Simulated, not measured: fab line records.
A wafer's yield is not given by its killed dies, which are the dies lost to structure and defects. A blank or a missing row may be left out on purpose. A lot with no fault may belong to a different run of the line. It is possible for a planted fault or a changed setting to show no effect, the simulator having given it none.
Which tool was responsible? + flow gf180mcu + 24 lots with 72 wafers sampled at 2 steps, on a route of 602 steps

WHAT THE GAUGES READ, wafer by wafer
GF_V2_OVL_MEAS_15.
| lot  | measured     | on         | V2_OVL (nm) |
|------|--------------|------------|-------------|
| L074 | day 20 12:19 | overlay-01 | 0 -2 -1     |
| L075 | day 20 14:56 | overlay-01 | 1 -4 -3     |
| L076 | day 21 01:05 | overlay-01 | -8 -6 -9    |
| L077 | day 21 08:59 | overlay-02 | -1 -5 2     |
| L078 | day 21 16:40 | overlay-02 | 5 -2 3      |
| L079 | day 22 03:14 | overlay-02 | -5 0 -2     |
| L080 | day 22 12:49 | overlay-01 | -2 -1 1     |
| L081 | day 23 01:37 | overlay-02 | -1 -4 5     |
| L082 | day 23 09:01 | overlay-02 | 4 6 -4      |
| L083 | day 23 18:10 | overlay-02 | 2 2 2       |
| L084 | day 24 03:19 | overlay-01 | -5 1 -8     |
| L085 | day 24 07:02 | overlay-01 | -5 0 -8     |
| L086 | day 24 20:50 | overlay-01 | 0 0 3       |
| L087 | day 24 22:05 | overlay-02 | 0 -7 0      |
| L088 | day 25 23:25 | overlay-01 | 1 2 0       |
| L090 | day 26 07:58 | overlay-01 | -3 1 9      |
| L089 | day 26 08:56 | overlay-02 | 0 -3 -3     |
| L091 | day 26 11:13 | overlay-02 | 0 9 -1      |
| L092 | day 26 13:44 | overlay-02 | -9 -2 -4    |
| L093 | day 26 20:01 | overlay-01 | 2 2 6       |
| L094 | day 27 12:34 | overlay-01 | 0 -2 2      |
| L095 | day 27 18:46 | overlay-01 | -1 11 12    |
| L096 | day 28 02:23 | overlay-01 | 7 4 13      |
| L097 | day 28 10:52 | overlay-02 | 4 -3 -2     |

EACH LOT AND THE TOOL THAT RAN IT (in order: tool; ch and the chambers of the sampled wafers; start)
| lot  | GF_CONTACT_ETCH_17                            |
|------|-----------------------------------------------|
| L074 | rie-diel-04 ch 1,2,3, day 20 12:19 or earlier |
| L075 | rie-diel-04 ch 0,2,3, day 20 14:56 or earlier |
| L076 | rie-diel-03 ch 0,2,3, day 21 01:05 or earlier |
| L077 | rie-diel-04 ch 0,2,3, day 21 08:59 or earlier |
| L078 | rie-diel-04 ch 0,1,3, day 21 16:40 or earlier |
| L079 | rie-diel-02 ch 0,2, day 22 03:14 or earlier   |
| L080 | rie-diel-02 ch 0,1,3, day 22 12:49 or earlier |
| L081 | rie-diel-03 ch 0,1,2, day 23 01:37 or earlier |
| L082 | rie-diel-04 ch 1,3, day 23 09:01 or earlier   |
| L083 | rie-diel-02 ch 1,2,3, day 23 18:10 or earlier |
| L084 | rie-diel-02 ch 1,2,3, day 24 03:19 or earlier |
| L085 | rie-diel-02 ch 1,3, day 24 07:02 or earlier   |
| L086 | rie-diel-02 ch 1,3, day 24 20:50 or earlier   |
| L087 | rie-diel-03 ch 0,1,3, day 24 22:05 or earlier |
| L088 | rie-diel-02 ch 1,3, day 25 23:25 or earlier   |
| L090 | rie-diel-03 ch 0,1,3, day 26 07:58 or earlier |
| L089 | rie-diel-04 ch 0,2, day 26 08:56 or earlier   |
| L091 | rie-diel-03 ch 0,1,3, day 26 11:13 or earlier |
| L092 | rie-diel-04 ch 1,2,3, day 26 13:44 or earlier |
| L093 | rie-diel-02 ch 0,1, day 26 20:01 or earlier   |
| L094 | rie-diel-03 ch 0,1,2, day 27 12:34 or earlier |
| L095 | rie-diel-04 ch 0,1,2, day 27 18:46 or earlier |
| L096 | rie-diel-03 ch 1,2,3, day 28 02:23 or earlier |
| L097 | rie-diel-04 ch 1,2,3, day 28 10:52 or earlier |
- GF_CONTACT_ETCH_17: etches SiO2 in C4F8/O2/Ar, stops on CoSi2, target depth 860 nm.

WHAT THE TOOLS THEMSELVES READ (means of the sampled wafers that have a number; where no wafer has one, the mark that the record gives instead)
GF_CONTACT_ETCH_17.
| lot  | tool        | oes-product-au (a.u.) | rf-fwd-power-W (W) |
|------|-------------|-----------------------|--------------------|
| L074 | rie-diel-04 | 0.810                 | 1492               |
| L075 | rie-diel-04 | 0.812                 | 1489               |
| L076 | rie-diel-03 | 0.813                 | 1488               |
| L077 | rie-diel-04 | 0.814                 | 1496               |
| L078 | rie-diel-04 | 0.813                 | 1489               |
| L079 | rie-diel-02 | 0.811                 | 1497               |
| L080 | rie-diel-02 | 0.812                 | 1500               |
| L081 | rie-diel-03 | 0.819                 | 1496               |
| L082 | rie-diel-04 | 0.817                 | 1492               |
| L083 | rie-diel-02 | 0.812                 | 1494               |
| L084 | rie-diel-02 | 0.815                 | 1497               |
| L085 | rie-diel-02 | 0.813                 | 1501               |
| L086 | rie-diel-02 | 0.816                 | 1495               |
| L087 | rie-diel-03 | 0.810                 | 1498               |
| L088 | rie-diel-02 | 0.815                 | 1497               |
| L090 | rie-diel-03 | 0.819                 | 1497               |
| L089 | rie-diel-04 | 0.811                 | 1494               |
| L091 | rie-diel-03 | 0.813                 | 1493               |
| L092 | rie-diel-04 | 0.806                 | 1495               |
| L093 | rie-diel-02 | 0.813                 | 1498               |
| L094 | rie-diel-03 | 0.814                 | 1493               |
| L095 | rie-diel-04 | 0.816                 | 1494               |
| L096 | rie-diel-03 | 0.813                 | 1495               |
| L097 | rie-diel-04 | 0.816                 | 1496               |

THE ANSWER, worked out from the rows above alone
Rule: the lots themselves supply what counts as usual. Put in order of their means at a reading, lots are off if they are a third of the lots or fewer, leave a main group of 4 or more, and stand apart from it by a gap of 3 or more times the standard deviation of the main group's means; of several such gaps the widest counts. If all means in a main group match to the digits the tables above print for the reading, that group is not used. Also off: a lot with no number at a reading for which 4 or more lots have one. All remaining lots with rows at the step are treated as sound. The gauges are gone through in route order, then the tools' own readings, and for those a lot's mean is taken as printed above. At the first step where some lot is off, the reading lying furthest off is the one used; lots without a number count as furthest.
Nothing can be told from this: no lot is off at any reading shown.

WHAT HAD BEEN PUT IN BY THE SIMULATOR
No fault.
